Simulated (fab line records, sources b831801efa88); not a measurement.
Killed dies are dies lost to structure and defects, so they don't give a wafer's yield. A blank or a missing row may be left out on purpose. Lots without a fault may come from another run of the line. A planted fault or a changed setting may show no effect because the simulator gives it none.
fab line records | flow gf180mcu
record lots=24 wafers=72 last_day=34
route steps=602 shown STI@1 VT_IMPLANT@119 CONTACT@292 M2@362 V2@387 TOP_METAL@570
lots that met no fault: from a run of the same line without faults
start_h: hours from the record's first day to the start of the lot's first wafer shown | wait_h: hours since the lot's step before | " the same as in the row above | L1.1+2: a row that stands for several wafers | - no value, or no start given | * or withheld: withheld | < > ~ a bound
route shown NAME@n: a module of which the file shows steps, and the number in the route of the first | usual: mean/standard deviation of fault-free wafers | same: alike in all rows | chamber/n: place in a boat | sites: the reading at each site | _std_site: their standard deviation | _edge_site: outer sites' mean less inner sites' | radius_mm: how far each site lies from the wafer's centre | mask NAME#n: copy n | behind: the tool/chamber that last shaped the wafer | hold: why the lot was held/for how many hours/how that ended | device: the transistor (n, p or np) that didn't switch | end of line: the same wafers' tests at the end of the route | a step without rows: its recipe alone | killed: dies lost to structure and defects at the first sort, not the wafer's yield | map: a wafer's dies, x killed, . not, _ none there
set.NAME: the setting as run; set.NAME@STEP: as run at that earlier step | model.NAME: the simulator's own value behind a step, which no gauge read
steps of the route over a sample of lots; a table a step, a row a wafer
services: from which hour (start_h, from the record's first day; less than 0 if before it) a tool's chamber was out of use, for how many hours, and why
## steps
# step GF_STI_BOW_MEAS_00
# recipe mode=bow
# usual INCOMING_BOW=0/6.3
# columns lot.wafer tool chamber start_h wait_h INCOMING_BOW[um]
L074.3 film_metro-01 - 10.04 - 3
L074.5 " - " " -3
L074.6 " - " " 2
L075.1 film_metro-02 - 15.00 - -5
L075.4 " - " " 6
L075.5 " - " " -7
L076.1 film_metro-02 - 20.00 - -2
L076.2 " - " " -2
L076.6 " - " " 0
L077.1 film_metro-01 - 25.00 - 1
L077.4 " - " " -8
L077.6 " - " " -4
L078.2 film_metro-01 - 30.04 - 0
L078.5 " - " " 10
L078.6 " - " " -7
L079.1 film_metro-01 - 35.00 - -5
L079.5 " - " " -7
L079.6 " - " " -1
L080.2 film_metro-02 - 40.02 - 2
L080.5 " - " " 5
L080.6 " - " " 2
L081.1 film_metro-02 - 45.00 - 11
L081.3 " - " " -1
L081.6 " - " " 2
L082.1 film_metro-02 - 50.00 - -4
L082.5 " - " " -5
L082.6 " - " " -8
L083.3 film_metro-04 - 55.04 - 7
L083.5 " - " " -1
L083.6 " - " " 12
L084.1 film_metro-04 - 60.00 - -12
L084.3 " - " " -6
L084.5 " - " " 11
L085.1 film_metro-01 - 65.00 - 8
L085.5 " - " " -4
L085.6 " - " " 5
L086.4 film_metro-04 - 70.06 - 2
L086.5 " - " " -6
L086.6 " - " " 13
L087.1 film_metro-01 - 75.00 - 0
L087.5 " - " " -9
L087.6 " - " " -3
L088.1 film_metro-02 - 80.00 - 2
L088.2 " - " " 2
L088.4 " - " " 7
L089.2 film_metro-04 - 85.02 - -5
L089.3 " - " " -7
L089.6 " - " " 8
L090.2 film_metro-01 - 90.02 - 7
L090.4 " - " " -5
L090.5 " - " " 2
L091.2 film_metro-01 - 95.02 - -1
L091.3 " - " " -3
L091.4 " - " " 11
L092.1 film_metro-01 - 100.00 - -2
L092.2 " - " " -6
L092.3 " - " " -1
L093.1 film_metro-04 - 105.00 - -3
L093.3 " - " " 2
L093.4 " - " " 3
L094.2 film_metro-01 - 110.02 - -6
L094.3 " - " " 3
L094.5 " - " " 0
L095.1 film_metro-02 - 115.00 - -4
L095.5 " - " " 7
L095.6 " - " " 1
L096.4 film_metro-01 - 120.06 - -3
L096.5 " - " " 7
L096.6 " - " " 9
L097.2 film_metro-01 - 125.02 - 4
L097.5 " - " " 5
L097.6 " - " " -3
# step GF_VT_IMPLANT_OVL_MEAS_29
# usual VT_IMPLANT_02_OVL=-1.3/1.2
# columns lot.wafer tool chamber start_h wait_h VT_IMPLANT_02_OVL[nm]
L074.3 overlay-01 - 140.52 0.1 -2.7
L074.5 " - " " -2.8
L074.6 " - " " -2.9
L075.1 overlay-01 - 147.16 0.1 -1.7
L075.4 " - " " -0.1
L075.5 " - " " -0.2
L076.1 overlay-02 - 153.31 0.1 -1.5
L076.2 " - " " -1.0
L076.6 " - " " -1.7
L077.1 overlay-02 - 158.22 0.1 -1.9
L077.4 " - " " -0.7
L077.6 " - " " -1.3
L078.2 overlay-02 - 169.92 0.1 -1.6
L078.5 " - " " -0.5
L078.6 " - " " 0.0
L079.1 overlay-02 - 174.66 0.1 -1.3
L079.5 " - " " -0.9
L079.6 " - " " -2.7
L080.2 overlay-02 - 179.77 0.1 -1.7
L080.5 " - " " -1.9
L080.6 " - " " -2.2
L081.1 overlay-01 - 186.76 0.1 0.2
L081.3 " - " " 1.2
L081.6 " - " " 1.7
L082.1 overlay-02 - 193.41 0.1 -3.3
L082.5 " - " " -2.9
L082.6 " - " " -2.0
L083.3 overlay-02 - 199.43 0.1 -1.7
L083.5 " - " " -0.4
L083.6 " - " " -0.3
L084.1 overlay-01 - 209.41 0.1 -2.3
L084.3 " - " " -1.4
L084.5 " - " " -1.5
L085.1 overlay-01 - 212.26 0.1 1.4
L085.5 " - " " 1.6
L085.6 " - " " 1.7
L086.4 overlay-01 - 219.78 0.1 -2.3
L086.5 " - " " -1.6
L086.6 " - " " -0.6
L087.1 overlay-02 - 226.76 0.1 1.1
L087.5 " - " " 0.5
L087.6 " - " " 0.3
L088.1 overlay-02 - 230.27 0.1 -2.8
L088.2 " - " " -1.0
L088.4 " - " " -1.8
L089.2 overlay-01 - 244.02 0.1 -1.3
L089.3 " - " " -2.7
L089.6 " - " " -0.7
L090.2 overlay-02 - 246.52 0.1 -1.3
L090.4 " - " " -0.6
L090.5 " - " " -2.0
L091.2 overlay-01 - 251.97 0.1 -3.1
L091.3 " - " " -1.3
L091.4 " - " " -1.8
L092.1 overlay-02 - 257.26 0.1 -2.0
L092.2 " - " " -0.8
L092.3 " - " " -1.4
L093.1 overlay-02 - 265.06 0.1 -2.6
L093.3 " - " " -1.7
L093.4 " - " " -1.9
L094.2 overlay-02 - 271.37 0.1 0.0
L094.3 " - " " -0.4
L094.5 " - " " -0.1
L095.1 overlay-02 - 277.11 0.1 -2.4
L095.5 " - " " -0.4
L095.6 " - " " -1.0
L096.4 overlay-01 - 284.93 0.1 -2.6
L096.5 " - " " -3.4
L096.6 " - " " -2.9
L097.2 overlay-01 - 288.61 0.1 -0.4
L097.5 " - " " -0.9
L097.6 " - " " -1.2
# step GF_CONTACT_BOW_MEAS_05
# recipe mode=bow
# usual CONTACT_BOW=66/6.7
# columns lot.wafer tool chamber start_h wait_h CONTACT_BOW[um]
L074.3 film_metro-02 - 340.67 0.3 68
L074.5 " - " " 63
L074.6 " - " " 67
L075.1 film_metro-04 - 349.87 0.2 60
L075.4 " - " " 70
L075.5 " - " " 58
L076.1 film_metro-04 - 359.10 0.2 66
L076.2 " - " " 65
L076.6 " - " " 68
L077.1 film_metro-02 - 362.33 0.2 70
L077.4 " - " " 60
L077.6 " - " " 64
L078.2 film_metro-02 - 377.08 0.2 68
L078.5 " - " " 79
L078.6 " - " " 62
L079.1 film_metro-04 - 384.51 0.1 57
L079.5 " - " " 56
L079.6 " - " " 62
L080.2 film_metro-02 - 393.33 0.3 67
L080.5 " - " " 70
L080.6 " - " " 68
L081.1 film_metro-03 - 398.51 0.1 75
L081.3 " - " " 65
L081.6 " - " " 65
L082.1 film_metro-02 - 416.50 0.1 67
L082.5 " - " " 65
L082.6 " - " " 62
L083.3 film_metro-03 - 419.32 0.3 72
L083.5 " - " " 64
L083.6 " - " " 76
L084.1 film_metro-02 - 429.17 0.1 54
L084.3 " - " " 61
L084.5 " - " " 78
L085.1 film_metro-03 - 440.31 0.1 76
L085.5 " - " " 64
L085.6 " - " " 74
L086.4 film_metro-03 - 442.59 0.3 72
L086.5 " - " " 65
L086.6 " - " " 83
L087.1 film_metro-03 - 454.56 0.1 65
L087.5 " - " " 54
L087.6 " - " " 61
L088.1 film_metro-02 - 459.63 0.1 67
L088.2 " - " " 67
L088.4 " - " " 72
L089.2 film_metro-03 - 480.98 0.3 59
L089.3 " - " " 56
L089.6 " - " " 71
L090.2 film_metro-02 - 484.44 0.3 72
L090.4 " - " " 61
L090.5 " - " " 66
L091.2 film_metro-02 - 493.81 0.2 66
L091.3 " - " " 67
L091.4 " - " " 79
L092.1 film_metro-02 - 498.34 0.1 62
L092.2 " - " " 56
L092.3 " - " " 63
L093.1 film_metro-04 - 504.12 0.1 58
L093.3 " - " " 64
L093.4 " - " " 63
L094.2 film_metro-03 - 510.58 0.1 62
L094.3 " - " " 69
L094.5 " - " " 68
L095.1 film_metro-04 - 518.68 0.2 62
L095.5 " - " " 71
L095.6 " - " " 66
L096.4 film_metro-03 - 532.06 0.3 63
L096.5 " - " " 73
L096.6 " - " " 76
L097.2 film_metro-04 - 534.10 0.3 69
L097.5 " - " " 70
L097.6 " - " " 63
# step GF_M2_SPUTTER_00
# recipe material=Ti target_thk_nm=37.5 arriving_ion_energy_ev=80 substrate_temp_c=200 chamber_pressure_pa=2 power_w=4000 time_s=150
# usual throttle_valve_pct=30.1/0.79
# columns lot.wafer tool chamber start_h wait_h throttle_valve_pct
L074.3 pvd_sputter-02 - 413.02 0.1 30.6
L074.5 " - " " 30.0
L074.6 " - " " 31.7
L075.1 pvd_sputter-02 - 422.99 0.1 31.8
L075.4 " - " " 30.2
L075.5 " - " " 30.2
L076.1 pvd_sputter-02 - 434.11 0.2 31.8
L076.2 " - " " 28.6
L076.6 " - " " 30.5
L077.1 pvd_sputter-03 - 437.32 0.1 30.0
L077.4 " - " " 29.6
L077.6 " - " " 29.5
L078.2 pvd_sputter-03 - 452.87 0.2 29.5
L078.5 " - " " 29.6
L078.6 " - " " 29.4
L079.1 pvd_sputter-03 - 460.90 0.2 29.7
L079.5 " - " " 30.0
L079.6 " - " " 31.0
L080.2 pvd_sputter-03 - 469.27 0.2 29.3
L080.5 " - " " 30.7
L080.6 " - " " 30.2
L081.1 pvd_sputter-02 - 473.27 0.2 30.0
L081.3 " - " " 30.8
L081.6 " - " " 30.4
L082.1 pvd_sputter-02 - 492.95 0.1 31.4
L082.5 " - " " 28.9
L082.6 " - " " 31.7
L083.3 pvd_sputter-03 - 497.24 0.1 30.9
L083.5 " - " " 30.1
L083.6 " - " " 29.5
L084.1 pvd_sputter-03 - 505.62 0.1 29.7
L084.3 " - " " 30.7
L084.5 " - " " 29.6
L085.1 pvd_sputter-03 - 516.97 0.2 30.1
L085.5 " - " " 29.3
L085.6 " - " " 29.5
L086.4 pvd_sputter-03 - 518.22 0.2 29.5
L086.5 " - " " 29.6
L086.6 " - " " 30.8
L087.1 pvd_sputter-02 - 528.96 0.1 28.9
L087.5 " - " " 31.4
L087.6 " - " " 30.1
L088.1 pvd_sputter-02 - 533.78 0.1 30.3
L088.2 " - " " 31.6
L088.4 " - " " 28.6
L089.2 pvd_sputter-03 - 553.72 0.1 29.7
L089.3 " - " " 30.0
L089.6 " - " " 29.9
L090.2 pvd_sputter-02 - 557.74 0.1 31.7
L090.4 " - " " 28.7
L090.5 " - " " 30.0
L091.2 pvd_sputter-02 - 568.08 0.2 30.3
L091.3 " - " " 30.5
L091.4 " - " " 28.7
L092.1 pvd_sputter-01 - 570.37 0.2 29.8
L092.2 " - " " 30.7
L092.3 " - " " 28.7
L093.1 pvd_sputter-01 - 575.02 0.1 28.8
L093.3 " - " " 29.5
L093.4 " - " " 30.9
L094.2 pvd_sputter-03 - 582.43 0.1 29.3
L094.3 " - " " 30.6
L094.5 " - " " 29.3
L095.1 pvd_sputter-03 - 590.22 0.2 29.3
L095.5 " - " " 30.9
L095.6 " - " " 29.7
L096.4 pvd_sputter-02 - 601.17 0.1 30.5
L096.5 " - " " 30.2
L096.6 " - " " 30.4
L097.2 pvd_sputter-02 - 603.85 0.2 28.8
L097.5 " - " " 30.1
L097.6 " - " " 30.4
# step GF_V2_BOW_MEAS_05
# recipe mode=bow
# usual V2_BOW=100/8.7
# columns lot.wafer tool chamber start_h wait_h V2_BOW[um]
L074.3 film_metro-04 - 438.25 0.2 99
L074.5 " - " " 95
L074.6 " - " " 99
L075.1 film_metro-02 - 449.30 0.1 91
L075.4 " - " " 101
L075.5 " - " " 88
L076.1 film_metro-02 - 460.48 0.3 106
L076.2 " - " " 106
L076.6 " - " " 109
L077.1 film_metro-03 - 463.12 0.1 102
L077.4 " - " " 93
L077.6 " - " " 96
L078.2 film_metro-02 - 479.04 0.2 109
L078.5 " - " " 120
L078.6 " - " " 103
L079.1 film_metro-03 - 486.88 0.3 93
L079.5 " - " " 89
L079.6 " - " " 97
L080.2 film_metro-04 - 494.82 0.2 99
L080.5 " - " " 104
L080.6 " - " " 100
L081.1 film_metro-04 - 498.60 0.1 112
L081.3 " - " " 99
L081.6 " - " " 99
L082.1 film_metro-02 - 518.25 0.2 97
L082.5 " - " " 94
L082.6 " - " " 92
L083.3 film_metro-02 - 521.87 0.2 110
L083.5 " - " " 102
L083.6 " - " " 117
L084.1 film_metro-04 - 530.37 0.2 95
L084.3 " - " " 102
L084.5 " - " " 117
L085.1 film_metro-02 - 541.11 0.2 116
L085.5 " - " " 106
L085.6 " - " " 112
L086.4 film_metro-02 - 543.30 0.3 107
L086.5 " - " " 99
L086.6 " - " " 120
L087.1 film_metro-04 - 552.16 0.2 95
L087.5 " - " " 87
L087.6 " - " " 94
L088.1 film_metro-04 - 557.47 0.1 98
L088.2 " - " " 99
L088.4 " - " " 103
L089.2 film_metro-03 - 577.40 0.3 93
L089.3 " - " " 90
L089.6 " - " " 106
L090.2 film_metro-04 - 580.30 0.2 101
L090.4 " - " " 90
L090.5 " - " " 97
L091.2 film_metro-04 - 590.64 0.2 92
L091.3 " - " " 91
L091.4 " - " " 102
L092.1 film_metro-04 - 593.42 0.2 94
L092.2 " - " " 88
L092.3 " - " " 94
L093.1 film_metro-04 - 597.87 0.1 85
L093.3 " - " " 90
L093.4 " - " " 92
L094.2 film_metro-02 - 605.08 0.3 93
L094.3 " - " " 100
L094.5 " - " " 98
L095.1 film_metro-04 - 612.60 0.1 112
L095.5 " - " " 121
L095.6 " - " " 114
L096.4 film_metro-04 - 623.16 0.2 91
L096.5 " - " " 102
L096.6 " - " " 103
L097.2 film_metro-02 - 626.69 0.2 101
L097.5 " - " " 103
L097.6 " - " " 95
# step GF_TOP_METAL_SPUTTER_03
# recipe material=Ti target_thk_nm=5 substrate_temp_c=300 chamber_pressure_pa=0.3 power_w=3000 time_s=3.3
# usual throttle_valve_pct=30.1/1
# columns lot.wafer tool chamber start_h wait_h throttle_valve_pct
L074.3 pvd_sputter-03 - 631.26 0.0 29.5
L074.5 " - " " 30.1
L074.6 " - " " 31.1
L075.1 pvd_sputter-02 - 640.66 0.0 30.1
L075.4 " - " " 30.6
L075.5 " - " " 30.6
L076.1 pvd_sputter-02 - 651.40 0.0 31.7
L076.2 " - " " 30.5
L076.6 " - " " 31.7
L077.1 pvd_sputter-01 - 652.60 0.0 29.0
L077.4 " - " " 30.9
L077.6 " - " " 29.5
L078.2 pvd_sputter-01 - 663.30 0.0 30.7
L078.5 " - " " 29.0
L078.6 " - " " 29.1
L079.1 pvd_sputter-02 - 672.86 0.0 30.1
L079.5 " - " " 28.6
L079.6 " - " " 30.5
L080.2 pvd_sputter-02 - 678.11 0.0 31.8
L080.5 " - " " 31.7
L080.6 " - " " 29.0
L081.1 pvd_sputter-02 - 679.91 0.0 30.5
L081.3 " - " " 29.0
L081.6 " - " " 28.9
L082.1 pvd_sputter-02 - 695.61 0.0 30.6
L082.5 " - " " 29.8
L082.6 " - " " 31.7
L083.3 pvd_sputter-01 - 698.86 0.0 29.6
L083.5 " - " " 29.0
L083.6 " - " " 29.4
L084.1 pvd_sputter-01 - 705.82 0.0 29.1
L084.3 " - " " 29.6
L084.5 " - " " 29.1
L085.1 pvd_sputter-02 - 714.54 0.0 28.9
L085.5 " - " " 28.9
L085.6 " - " " 29.9
L086.4 pvd_sputter-02 - 715.82 0.0 28.5
L086.5 " - " " 30.3
L086.6 " - " " 31.6
L087.1 pvd_sputter-03 - 723.94 0.0 29.4
L087.5 " - " " 30.6
L087.6 " - " " 29.8
L088.1 pvd_sputter-02 - 726.62 0.0 28.9
L088.2 " - " " 30.2
L088.4 " - " " 30.2
L089.2 pvd_sputter-02 - 743.25 0.0 31.7
L089.3 " - " " 30.1
L089.6 " - " " 29.0
L090.2 pvd_sputter-02 - 745.15 0.0 30.1
L090.4 " - " " 31.8
L090.5 " - " " 30.5
L091.2 pvd_sputter-02 - 755.23 0.0 28.8
L091.3 " - " " 30.7
L091.4 " - " " 31.6
L092.1 pvd_sputter-02 - 756.70 0.0 30.1
L092.2 " - " " 30.0
L092.3 " - " " 31.7
L093.1 pvd_sputter-02 - 760.45 0.0 31.6
L093.3 " - " " 29.0
L093.4 " - " " 30.2
L094.2 pvd_sputter-02 - 765.76 0.0 31.7
L094.3 " - " " 30.7
L094.5 " - " " 31.7
L095.1 pvd_sputter-03 - 771.45 0.0 29.4
L095.5 " - " " 29.4
L095.6 " - " " 29.2
L096.4 pvd_sputter-02 - 778.90 0.0 30.1
L096.5 " - " " 31.6
L096.6 " - " " 28.7
L097.2 pvd_sputter-03 - 779.56 0.0 29.4
L097.5 " - " " 29.6
L097.6 " - " " 29.8
## services
# columns tool chamber start_h hours kind
pvd_sputter-03 3 399.59 - consumable_replace:kit
pvd_sputter-03 3 399.59 18.0 scheduled_down
pvd_sputter-03 3 399.59 18.0 vent_cycle
pvd_sputter-03 - 417.47 2.4 repair
pvd_sputter-02 - 430.31 1.4 repair
pvd_sputter-02 0 458.54 - consumable_replace:kit
pvd_sputter-02 0 458.54 18.0 scheduled_down
pvd_sputter-02 0 458.54 18.0 vent_cycle
pvd_sputter-01 - 489.34 14.7 repair
pvd_sputter-02 - 501.48 8.9 repair
pvd_sputter-03 2 600.72 - consumable_replace:kit
pvd_sputter-03 2 600.72 18.0 scheduled_down
pvd_sputter-03 2 600.72 18.0 vent_cycle
pvd_sputter-02 3 640.70 - consumable_replace:kit
pvd_sputter-02 3 640.70 18.0 scheduled_down
pvd_sputter-02 3 640.70 18.0 vent_cycle
pvd_sputter-01 - 650.81 1.4 repair
pvd_sputter-02 2 710.49 - consumable_replace:kit
pvd_sputter-02 2 710.49 18.0 scheduled_down
pvd_sputter-02 2 710.49 18.0 vent_cycle
pvd_sputter-03 - 713.18 1.3 repair
pvd_sputter-03 1 716.79 - consumable_replace:kit
pvd_sputter-03 1 716.79 18.0 scheduled_down
pvd_sputter-03 1 716.79 18.0 vent_cycle
## key
fault none
